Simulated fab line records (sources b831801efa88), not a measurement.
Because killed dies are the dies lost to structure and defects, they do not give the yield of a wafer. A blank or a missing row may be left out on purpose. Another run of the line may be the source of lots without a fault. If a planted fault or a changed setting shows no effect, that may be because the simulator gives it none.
Which tool was responsible? + flow gf180mcu + Sampling: 6 lots, 18 wafers, 3 of 602 route steps

WHAT THE GAUGES READ, wafer by wafer
GF_TOP_METAL_OVL_MEAS_15.
| lot  | measured     | on         | TOP_METAL_OVL (nm) |
|------|--------------|------------|--------------------|
| L913 | day 28 07:42 | overlay-01 | 0.1 0.0 -0.6       |
| L915 | day 28 22:14 | overlay-01 | 2.0 2.5 3.1        |
| L918 | day 29 20:34 | overlay-01 | 2.7 2.5 2.5        |
| L920 | day 30 16:34 | overlay-01 | 2.9 5.0 3.4        |
| L923 | day 31 10:03 | overlay-02 | 1.0 2.5 0.1        |
| L930 | day 33 07:50 | overlay-01 | 4.5 4.6 3.8        |

WHAT TOOL EACH LOT RAN ON (gives the tool, then ch and the chambers of the sampled wafers, and finally the start)
| lot  | GF_V3_CVD_00                     | GF_V5_SPUTTER_22            |
|------|----------------------------------|-----------------------------|
| L913 | hdpcvd-02 ch 1,2, day 21 15:49   | pvdSputter-04, day 27 10:52 |
| L915 | hdpcvd-01 ch 0,1, day 22 09:29   | pvdSputter-03, day 28 02:05 |
| L918 | hdpcvd-01 ch 0,1,2, day 23 12:56 | pvdSputter-04, day 29 00:43 |
| L920 | hdpcvd-01 ch 0,1, day 24 10:59   | pvdSputter-03, day 29 21:07 |
| L923 | hdpcvd-02 ch 0,2, day 25 10:11   | pvdSputter-03, day 30 16:06 |
| L930 | hdpcvd-01 ch 0,1, day 27 16:26   | pvdSputter-04, day 32 15:07 |
- GF_V3_CVD_00: deposits SiO2, target thk 600 nm, time 100 s.
- GF_V5_SPUTTER_22: material TiN, target thk 10 nm, time 40 s.

THE ANSWER, worked out from the rows above alone
Rule: the lots themselves supply what counts as usual. Put in order of their means at a reading, lots are off if they are a third of the lots or fewer, leave a main group of 4 or more, and stand apart from it by a gap of 3 or more times the standard deviation of the main group's means; of several such gaps the widest counts. A main group whose means are all the same, to the digits that the tables above print for the reading, isn't used. A lot without any number at a reading at which 4 lots or more have one is off too. Where the step has rows for the other lots, those lots are counted as sound.
No lot is off on any of the readings shown, so nothing can be concluded from this.

WHAT HAD BEEN PUT IN BY THE SIMULATOR
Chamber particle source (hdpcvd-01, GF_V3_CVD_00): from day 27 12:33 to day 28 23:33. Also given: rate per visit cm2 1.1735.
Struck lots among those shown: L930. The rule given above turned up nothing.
